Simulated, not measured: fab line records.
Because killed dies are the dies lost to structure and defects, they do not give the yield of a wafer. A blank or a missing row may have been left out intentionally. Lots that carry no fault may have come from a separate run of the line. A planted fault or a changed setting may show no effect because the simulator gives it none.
The tool behind it: which one?	flow sky130	39 wafers from 13 lots sampled at 5 of the route's 708 steps

== WHAT THE GAUGES READ, wafer by wafer ==
SKY_SD_N_CD_MEAS_07: the cd target is 380 nm. Usual: cd nm at 380.3 nm, with a standard deviation of 2.9.
lot	measured	on	cd nm (nm)	flag
L944	day 27 17:50	cd sem-02	377.6 378.4 377.3	
L945	day 27 22:29	cd sem-02	382.8 380.2 381.7	
L946	day 28 16:37	cd sem-02	379.0 377.7 378.6	
L947	day 28 19:41	cd sem-02	379.9 378.8 378.0	
L950	day 30 01:16	cd sem-01	380.8 381.7 381.2	
L959	day 33 05:22	cd sem-01	378.9 380.8 379.5	
L960	day 33 11:40	cd sem-02	381.3 382.6 380.6	
L961	day 33 17:10	cd sem-01	378.2 379.1 376.8	
L962	day 33 23:56	cd sem-02	388.6 388.9 387.8	
L963	day 34 02:40	cd sem-01	382.0 382.7 381.4	
L965	day 34 12:23	cd sem-01	380.3 380.6 380.7	
L966	day 35 00:25	cd sem-01	371.9 373.9 375.0	
L967	day 35 17:35	cd sem-02	378.3 379.9 380.1	

SKY_SD_N_RS_MEAS_18: measures by four-point-probe. Usual: for RES_XHIGH_RS the level is 332.9 ohm/sq and the standard deviation is 1.2.
lot	measured	on	RES_XHIGH_RS (ohm/sq)	flag
L944	day 27 18:55	film metro-02	333.6 331.6 332.8	
L945	day 27 23:34	film metro-03	331.8 332.6 331.1	
L946	day 28 17:42	film metro-03	330.1 330.5 331.1	
L947	day 28 20:46	film metro-03	333.0 330.6 332.1	
L950	day 30 02:20	film metro-03	344.6 345.0 330.4	OFF
L959	day 33 06:27	film metro-02	331.6 332.7 332.4	
L960	day 33 12:44	film metro-03	333.2 332.4 332.9	
L961	day 33 18:15	film metro-04	332.2 332.4 332.8	
L962	day 34 01:01	film metro-03	332.7 332.7 333.4	
L963	day 34 03:44	film metro-04	335.0 334.3 333.8	
L965	day 34 13:28	film metro-02	335.0 335.3 334.3	
L966	day 35 01:30	film metro-03	333.2 333.2 333.8	
L967	day 35 18:40	film metro-02	333.2 332.6 331.5	

SKY_LI_CONTACT_BOW_MEAS_03. Usual: for LI_CONTACT_BOW the level is 55 um and the standard deviation is 7.1.
lot	measured	on	LI_CONTACT_BOW (um)	flag
L944	day 27 19:31	film metro-02	75 58 55	
L945	day 28 00:10	film metro-03	51 65 62	
L946	day 28 18:18	film metro-02	53 62 52	
L947	day 28 21:22	film metro-02	61 58 58	
L950	day 30 02:56	film metro-03	66 61 62	
L959	day 33 07:03	film metro-04	56 48 57	
L960	day 33 13:20	film metro-03	64 65 68	
L961	day 33 18:51	film metro-04	50 62 67	
L962	day 34 01:37	film metro-04	59 53 38	
L963	day 34 04:21	film metro-04	48 47 48	
L965	day 34 14:04	film metro-04	71 56 52	
L966	day 35 02:11	film metro-03	47 48 50	
L967	day 35 19:16	film metro-02	57 51 55	

== WHICH TOOL RAN EACH LOT (tool, then ch and the chambers of the sampled wafers, then the start) ==
lot	SKY_RES_XHIGH_IMPLANT_07	SKY_SD_N_STRIP_11
L944	implanter-04 ch 0, day 26 13:00	plasma asher-03 ch 0,1, day 27 18:17
L945	implanter-03 ch 0, day 26 17:46	plasma asher-02 ch 0,1, day 27 22:55
L946	implanter-03 ch 0, day 27 11:53	plasma asher-04 ch 0,1, day 28 17:04
L947	implanter-03 ch 0, day 27 14:53	plasma asher-03 ch 0,1, day 28 20:08
L950	implanter-03 ch 0, day 28 21:03	plasma asher-03 ch 0,1, day 30 01:43
L959	implanter-03 ch 0, day 32 02:18	plasma asher-02 ch 0,1, day 33 05:49
L960	implanter-01 ch 0, day 32 08:15	plasma asher-03 ch 0,1, day 33 12:05
L961	implanter-03 ch 0, day 32 14:30	plasma asher-04 ch 0,1, day 33 17:37
L962	implanter-01 ch 0, day 32 21:18	plasma asher-04 ch 0,1, day 34 00:22
L963	implanter-03 ch 0, day 33 00:08	plasma asher-02 ch 0,1, day 34 03:07
L965	implanter-03 ch 0, day 33 09:56	plasma asher-02 ch 0,1, day 34 12:50
L966	implanter-04 ch 0, day 33 22:05	plasma asher-03 ch 0,1, day 35 00:52
L967	implanter-01 ch 0, day 34 15:13	plasma asher-02 ch 0,1, day 35 18:01
- SKY_RES_XHIGH_IMPLANT_07
- SKY_SD_N_STRIP_11: strips in O2/N2.

== AS READ BY THE TOOLS THEMSELVES (means over the sampled wafers that have a number; for cases with no such wafer, the mark the record gives instead) ==
SKY_SD_N_STRIP_11. Usual: drypump motor current A 5.77 A, standard deviation 0.28; oes product au 0.528 a.u., standard deviation 0.0048; strip time to endpoint s 22.49 s, standard deviation 0.047.
lot	tool	drypump motor current A (A)	oes product au (a.u.)	strip time to endpoint s (s)	flag
L944	plasma asher-03	5.56	0.530	22.53	
L945	plasma asher-02	5.73	0.530	22.54	
L946	plasma asher-04	6.34	0.528	22.49	
L947	plasma asher-03	5.64	0.533	22.47	
L950	plasma asher-03	5.63	0.529	22.52	
L959	plasma asher-02	5.71	0.529	22.47	
L960	plasma asher-03	5.66	0.531	22.53	
L961	plasma asher-04	6.38	0.528	22.54	
L962	plasma asher-04	6.28	0.528	22.48	
L963	plasma asher-02	5.67	0.533	22.52	
L965	plasma asher-02	5.73	0.525	22.50	
L966	plasma asher-03	5.66	0.525	22.46	
L967	plasma asher-02	5.74	0.529	22.46	

== THE ANSWER, worked out from the rows above alone ==
Rule: lot off if the mean of its wafers having a number is beyond 3 standard deviations from the usual mean. A lot without any number at a reading at which 4 lots or more have one is off too. All remaining lots with rows at the step are treated as sound. First the gauges in route order, then the tools' own readings, where a lot's mean is used as printed above. The first step at which some lot is off is used, and at that step the reading that is off furthest; a lot without a number counts as furthest.
Off: L950, seen at SKY_SD_N_RS_MEAS_18 (RES_XHIGH_RS).
If a tool, at a process step before that reading, ran all the lots that are off and no sound lot after the first of them, it fits. Those tools and the gauges at SKY_SD_N_RS_MEAS_18 are tried in the same way. Of those tried, none fits.

== WHAT THE SIMULATOR HAD INSERTED ==
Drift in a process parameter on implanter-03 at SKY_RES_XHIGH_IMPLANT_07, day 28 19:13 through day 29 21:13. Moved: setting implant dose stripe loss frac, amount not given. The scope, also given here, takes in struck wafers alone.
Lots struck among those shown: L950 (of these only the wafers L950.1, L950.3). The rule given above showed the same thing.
